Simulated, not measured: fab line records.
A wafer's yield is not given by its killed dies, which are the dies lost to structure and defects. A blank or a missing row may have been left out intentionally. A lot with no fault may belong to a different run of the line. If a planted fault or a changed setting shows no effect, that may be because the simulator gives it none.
8D (eight disciplines) problem report, filled in by code ; flow sky130 ; the parts of the form that need people (team, actions taken, sign-off) are left out

1. PROBLEM STATEMENT
Wafers without a fault read 496.5 W, standard deviation 1.6; rf fwd power W at SKY_METAL4_ETCH_16 reads a mean of 575.4 W on 6 wafers belonging to 2 lots. That puts it +49 standard deviations away from the usual mean.
The step: etches BARC in N2/H2, stops on SiO2, time 88.2 s, target depth 60 nm.
First observed at day 44 19:41: wafer L400.2, on rie metal-01. The record holds 18 wafers of 6 lots with a number at this step. The rule behind "out" and "out of limits": a value lying over 4 standard deviations away from the usual mean. Any other wafer with a number is counted as sound.

2. WHAT IT IS, WHAT IT ISN'T
question;is;is not
which readings at this step;rf fwd power W;drypump motor current A, oes product au, throttle valve pct
which lots;L400, L401;L394, L403, L412, L413
which wafers of those lots;all that have a number;-
read on which tools;rie metal-01;rie metal-02, rie metal-03
when;from day 44 19:41;"up to then (3 sound wafers); but 9 sound wafers of L403, L412, L413 came after"

3. THE SUSPECTS, EACH WITH WHAT RULES IT OUT
Counting: a tool stays on the suspect list if, at a process step up to the reading, it processed all lots that are out and no sound lot following the first of them.
- rie metal-01 at SKY_METAL4_DESCUM_15 (chemistry O2, time 8 s): ruled out as a lasting fault. The sound lots L413, L412 went through it after L400, its earliest lot that is out (day 44 19:40).
- rie metal-01 at SKY_METAL4_ETCH_16 (etches BARC in N2/H2, stops on SiO2, time 88.2 s, target depth 60 nm): ruled out as a lasting fault. The sound lots L413, L412 went through it after L400, its earliest lot that is out (day 44 19:41).
Left after counting: nothing in the record.

4. THE CAUSE (what the simulator had put in)
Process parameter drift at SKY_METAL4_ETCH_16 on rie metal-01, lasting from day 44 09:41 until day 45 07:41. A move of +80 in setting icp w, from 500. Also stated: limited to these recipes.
Counting ruled it out, wrongly.

5. THE EFFECT CHAIN, in route order
Each row: a reading whose mean over the struck wafers that have a number lies more than 3 standard deviations from the usual. Only readings for which the record gives a usual standard deviation are gone through. hours: the time from each lot's start at the first step in this table that gives one to its start at this step, as a median over the lots. sigmas: the change in usual standard deviations.
hours;step;reading;usual;on struck wafers;change;sigmas
0;SKY_METAL4_ETCH_16;rf fwd power W;496.5 W;575.4;+78.9;+49
The process steps in it:
- SKY_METAL4_ETCH_16: etches BARC in N2/H2, stops on SiO2, time 88.2 s, target depth 60 nm.

6. WHAT WOULD HAVE CAUGHT IT SOONER
First out-of-limits reading in this record: day 44 19:41, which is 10 hours after fault onset at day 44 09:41.
